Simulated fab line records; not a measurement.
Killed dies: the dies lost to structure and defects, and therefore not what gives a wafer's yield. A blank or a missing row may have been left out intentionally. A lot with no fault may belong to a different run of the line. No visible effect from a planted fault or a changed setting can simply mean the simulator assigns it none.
What tool caused it? :: flow sky130 :: at 1 step of a route of 708, 7 lots with 21 wafers sampled

== WHAT THE GAUGES SHOWED, per wafer ==
SKY_PWDE_OVL_MEAS_07.
lot: L752
measured: day 4 07:43
on: overlay-01
PWDE_OVL (nm): 0.5 0.1 0.4

lot: L756
measured: day 5 01:19
on: overlay-01
PWDE_OVL (nm): 0.7 1.5 1.9

lot: L760
measured: day 5 22:59
on: overlay-01
PWDE_OVL (nm): 0.9 0.4 0.8

lot: L763
measured: day 6 17:16
on: overlay-01
PWDE_OVL (nm): 0.1 -0.7 -0.7

lot: L765
measured: day 7 04:37
on: overlay-01
PWDE_OVL (nm): 1.7 2.6 2.5

lot: L768
measured: day 7 22:02
on: overlay-02
PWDE_OVL (nm): 2.2 3.5 2.2

lot: L774
measured: day 9 13:35
on: overlay-02
PWDE_OVL (nm): -1.8 -0.2 -2.3

== TOOL THAT RAN EACH LOT (tool first, then ch and the chambers of the sampled wafers, then the start) ==
No process step before these readings appears in the record.

== THE ANSWER, worked out from the rows above alone ==
Rule: usual is defined by the lots themselves. Put in order of their means at a reading, lots are off if they are a third of the lots or fewer, leave a main group of 4 or more, and stand apart from it by a gap of 3 or more times the standard deviation of the main group's means; of several such gaps the widest counts. A main group whose means are all the same, to the digits that the tables above print for the reading, isn't used. Also off: a lot with no number at a reading for which 4 or more lots have one. Where the step has rows for the other lots, those lots are counted as sound.
Across all readings shown, no lot is off: no conclusion can be drawn from this.

== WHAT WAS PUT IN BY THE SIMULATOR ==
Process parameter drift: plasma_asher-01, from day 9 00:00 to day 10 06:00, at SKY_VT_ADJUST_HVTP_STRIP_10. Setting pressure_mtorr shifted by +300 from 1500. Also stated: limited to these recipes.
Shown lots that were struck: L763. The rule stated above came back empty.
